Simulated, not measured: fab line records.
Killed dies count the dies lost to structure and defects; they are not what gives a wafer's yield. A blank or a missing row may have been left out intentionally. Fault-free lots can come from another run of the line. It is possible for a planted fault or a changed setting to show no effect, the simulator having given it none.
Which tool was responsible? ; flow sky130 ; 12 lots, 36 wafers sampled, at 4 steps of a route of 708

== WHAT THE GAUGES SHOWED, per wafer ==
SKY_VIA4_THK_MEAS_20: measures by xrf. Usual: VIA4_W_THK 509 nm, standard deviation 9.5.
lot;measured;on;VIA4_W_THK (nm);flag
L687;day 43 00:52;film-metro-01;501 503 506;
L688;day 43 10:25;film-metro-02;499 519 502;
L689;day 43 14:47;film-metro-04;503 524 500;
L690;day 43 23:13;film-metro-01;505 512 501;
L691;day 44 06:04;film-metro-02;508 508 497;
L693;day 44 18:20;film-metro-01;495 500 500;
L701;day 46 18:34;film-metro-04;510 514 525;
L702;day 47 00:59;film-metro-01;500 513 503;
L704;day 47 13:10;film-metro-01;496 508 500;
L706;day 47 20:56;film-metro-02;513 510 506;
L707;day 48 04:56;film-metro-04;508 523 514;
L708;day 48 10:04;film-metro-04;511 529 521;

SKY_PASSIVATION_THK_MEAS_03. Usual: PASSIVATION_CVD_02_THK 536 nm, standard deviation 9.1.
lot;measured;on;PASSIVATION_CVD_02_THK (nm);flag
L687;day 44 01:10;film-metro-02;528 528 538;
L688;day 44 10:46;film-metro-02;540 531 548;
L689;day 44 16:32;film-metro-02;522 533 529;
L690;day 44 22:35;film-metro-03;541 538 548;
L691;day 45 05:41;film-metro-02;531 528 520;
L693;day 45 17:47;film-metro-04;527 539 536;
L701;day 47 16:52;film-metro-02;558 550 556;
L702;day 47 21:26;film-metro-04;539 545 533;
L704;day 48 10:46;film-metro-02;532 530 530;
L706;day 48 17:16;film-metro-02;519 529 534;
L707;day 49 00:22;film-metro-04;546 535 539;
L708;day 49 06:28;film-metro-03;545 530 550;

== WHICH TOOL RAN EACH LOT (tool, then ch and the chambers of the sampled wafers, then the start) ==
lot;SKY_METAL4_ETCH_17;SKY_VIA4_CMP_21
L687;rie-diel-04 ch 0,2, day 41 22:55;cmp-01 ch 0,3, day 43 00:58
L688;rie-diel-03 ch 0,3, day 42 09:16;cmp-02 ch 1,3, day 43 10:27
L689;rie-diel-03 ch 1,2, day 42 13:17;cmp-01 ch 1,3, day 43 15:02
L690;rie-diel-04 ch 1,2,3, day 42 21:33;cmp-02 ch 0,1,2, day 43 23:19
L691;rie-diel-03 ch 0,1, day 43 05:25;cmp-02 ch 0,3, day 44 06:08
L693;rie-diel-03 ch 1,3, day 43 17:28;cmp-01 ch 0,1,3, day 44 18:29
L701;rie-diel-04 ch 1,2,3, day 45 19:24;cmp-01 ch 2,3, day 46 18:40
L702;rie-diel-04 ch 1,2,3, day 46 02:21;cmp-01 ch 1,2, day 47 01:04
L704;rie-diel-02 ch 0,3, day 46 14:43;cmp-02 ch 0,1,3, day 47 14:10
L706;rie-diel-03 ch 1,2,3, day 46 23:07;cmp-01 ch 0,2,3, day 47 21:02
L707;rie-diel-03 ch 0,3, day 47 07:01;cmp-02 ch 0,2,3, day 48 05:02
L708;rie-diel-03 ch 0,3, day 47 10:51;cmp-01 ch 0,1,3, day 48 10:14
- SKY_METAL4_ETCH_17: etches SiO2 in C4F8/O2/Ar, stops on TiN, time 3.9 s, target depth 15 nm.
- SKY_VIA4_CMP_21: polishes, stops on SiO2, t overpolish 25 s, target thk 0 nm.

== WHAT THE TOOLS THEMSELVES READ (means of the sampled wafers that have a number; where no wafer has one, the mark that the record gives instead) ==
SKY_METAL4_ETCH_17. Usual: oes-product-au reads 0.753 a.u. (standard deviation 0.0075).
lot;tool;oes-product-au (a.u.);flag
L687;rie-diel-04;0.751;
L688;rie-diel-03;0.750;
L689;rie-diel-03;0.753;
L690;rie-diel-04;0.746;
L691;rie-diel-03;0.752;
L693;rie-diel-03;0.755;
L701;rie-diel-04;0.750;
L702;rie-diel-04;0.753;
L704;rie-diel-02;0.752;
L706;rie-diel-03;0.751;
L707;rie-diel-03;0.752;
L708;rie-diel-03;0.750;

SKY_VIA4_CMP_21. Usual: edge-zone-pressure-frac 1.000, standard deviation 0.0046; head-pressure-psi 3.501 psi, standard deviation 0.0076; motor-current-A 10.7 A, standard deviation 1; overpolish-run-s 25.000 s, standard deviation 0.0098; time-to-endpoint-s 123 s, standard deviation 6.6.
lot;tool;edge-zone-pressure-frac;head-pressure-psi (psi);motor-current-A (A);overpolish-run-s (s);time-to-endpoint-s (s);flag
L687;cmp-01;0.995;3.504;11.4;25.001;123;
L688;cmp-02;1.007;3.494;10.8;24.996;117;
L689;cmp-01;1.001;3.500;12.0;25.000;126;
L690;cmp-02;0.997;3.497;9.2;24.999;122;
L691;cmp-02;0.999;3.507;11.0;25.001;115;
L693;cmp-01;0.996;3.502;11.3;24.999;124;
L701;cmp-01;1.004;3.505;11.5;24.996;122;
L702;cmp-01;0.997;3.505;11.2;24.998;119;
L704;cmp-02;1.000;3.499;10.1;24.992;115;
L706;cmp-01;0.996;3.502;10.9;25.003;121;
L707;cmp-02;0.999;3.497;10.2;25.005;121;
L708;cmp-01;0.999;3.504;10.6;24.999;127;

== THE ANSWER, worked out from the rows above alone ==
Rule: a lot counts as off when the mean over its wafers that have a number is more than 3 standard deviations away from the usual mean. Also off: a lot with no number at a reading for which 4 or more lots have one. The other lots that the step has rows for count as sound. After the gauges, taken in route order, come the tools' own readings; for these a lot's mean is taken, as printed above. At the first step where some lot is off, the reading lying furthest off is the one used; lots without a number count as furthest.
No lot is off at any reading shown: from this, nothing can be told.

== WHAT THE SIMULATOR PUT IN ==
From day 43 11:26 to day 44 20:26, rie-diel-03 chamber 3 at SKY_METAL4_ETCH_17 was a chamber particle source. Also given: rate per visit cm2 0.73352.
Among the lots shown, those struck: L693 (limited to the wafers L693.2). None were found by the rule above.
